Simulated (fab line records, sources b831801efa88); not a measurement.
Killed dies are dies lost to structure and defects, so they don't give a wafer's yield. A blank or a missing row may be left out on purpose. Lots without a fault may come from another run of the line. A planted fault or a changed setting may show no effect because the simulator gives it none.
A struck lot beside a sound one | flow sfq_line | 14 steps out of a route of 325
Sound: wafers L163.1, L163.5, L163.6. Struck: wafers L170.1, L170.2, L170.3. The cause comes at the end.
At each step with rows: each side's tool, then ch and its chambers, then its first start. Under that, the readings that differ: sound wafers | struck wafers | difference of the means | sigmas: that difference in standard deviations of wafers without a fault.
alike: readings whose means differ by less than 2 such deviations, and words and numbers that are the same on both sides. not compared: withheld readings, readings that some wafer has no value for, bounds like >300 that may hide the same value, and numbers for which the record gives no deviation and whose values overlap.
The two part at a step that has a row with sigmas, a row that says differs or no value, or rows on one side only. Numbers that don't overlap but have no deviation are shown without sigmas and don't part them. A reading that every wafer of one side lacks parts them only if that side has two wafers or more.

SFQ_TRILAYER_I6_DEP_PECVD_165: deposits SiO2 from SiH4/N2O, time 111.11 s, target thk 500 nm.
  sound on pecvd-04 ch 0,1,2, day 64 19:08; struck on pecvd-03 ch 0,1,2, day 67 03:43
  alike: heater_power_w, throttle_valve_pct
SFQ_TRILAYER_I6_CMP_CMP_166: polishes SiO2.
  sound on cmp-02 ch 1,2,3, day 65 22:16; struck on cmp-02 ch 0,1,2, day 68 07:26
  alike: motor_current_A, slurry_filter_dp_kPa, time_to_endpoint_s
SFQ_I6_BOW_MEAS_941:
  sound on film_metro-01, day 65 23:46; struck on film_metro-02, day 68 10:26
  alike: I6_BOW
SFQ_TRILAYER_I6_METRO_MEASURE_167:
  sound on film_metro-01, day 65 23:53; struck on film_metro-02, day 68 10:34
  alike: thk_nm
then, 6 steps without rows for these wafers: SFQ_TRILAYER_I6_VIA_LITHO_COAT_174 (resist thk 62 nm); SFQ_TRILAYER_I6_VIA_LITHO_COAT_169 (resist thk 650 nm); SFQ_TRILAYER_I6_VIA_LITHO_SOFTBAKE_173; SFQ_TRILAYER_I6_VIA_LITHO_EXPOSE_170 (exposes mask I6, target cd 700 nm); SFQ_TRILAYER_I6_VIA_LITHO_PEB_172 (peb time 60 s); SFQ_TRILAYER_I6_VIA_LITHO_DEVELOP_171 (time 60 s).
SFQ_I6_OVL_MEAS_942:
  sound on overlay-02, day 66 04:47; struck on overlay-01, day 69 01:11
  alike: I6_OVL
SFQ_TRILAYER_I6_VIA_BARC_OPEN_VIA_ETCH_235: etches BARC in O2, target depth 125 nm, time 41.7 s.
  sound on rie_diel-03 ch 2,3, day 66 04:49; struck on rie_diel-04 ch 0,1,2, day 69 01:13
  alike: bias_w, drypump_motor_current_A, oes_product_au, rf_fwd_power_W
  not compared: rf_hours_counter_h
SFQ_TRILAYER_I6_VIA_ETCH_VIA_ETCH_172: etches SiO2 in CHF3, stops on Nb, target depth 260 nm.
  sound on rie_diel-03 ch 2,3, day 66 04:51; struck on rie_diel-04 ch 0,1,2, day 69 01:15
  reading            | sound             | struck            | difference | sigmas
  rf_fwd_power_W (W) | 497.4 500.0 494.8 | 416.5 418.1 419.3 | -79.4      | -53
  alike: bias_w, drypump_motor_current_A, oes_product_au
SFQ_TRILAYER_I6_VIA_STRIP_STRIP_173: strips in O2.
  sound on rie_metal-03 ch 0,1, day 66 04:58; struck on rie_metal-04 ch 0,1, day 69 01:22
  alike: drypump_motor_current_A, oes_product_au
  not compared: rf_hours_counter_h

WHERE THEY PART
Only at SFQ_TRILAYER_I6_VIA_ETCH_VIA_ETCH_172, within this record. Later steps at which nothing parts them and some readings are alike: SFQ_TRILAYER_I6_VIA_STRIP_STRIP_173.

WHY: what the simulator had put in
Process parameter drift: rie_diel-04, from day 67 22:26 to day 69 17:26, at SFQ_TRILAYER_I6_VIA_ETCH_VIA_ETCH_172. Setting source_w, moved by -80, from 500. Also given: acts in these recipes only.
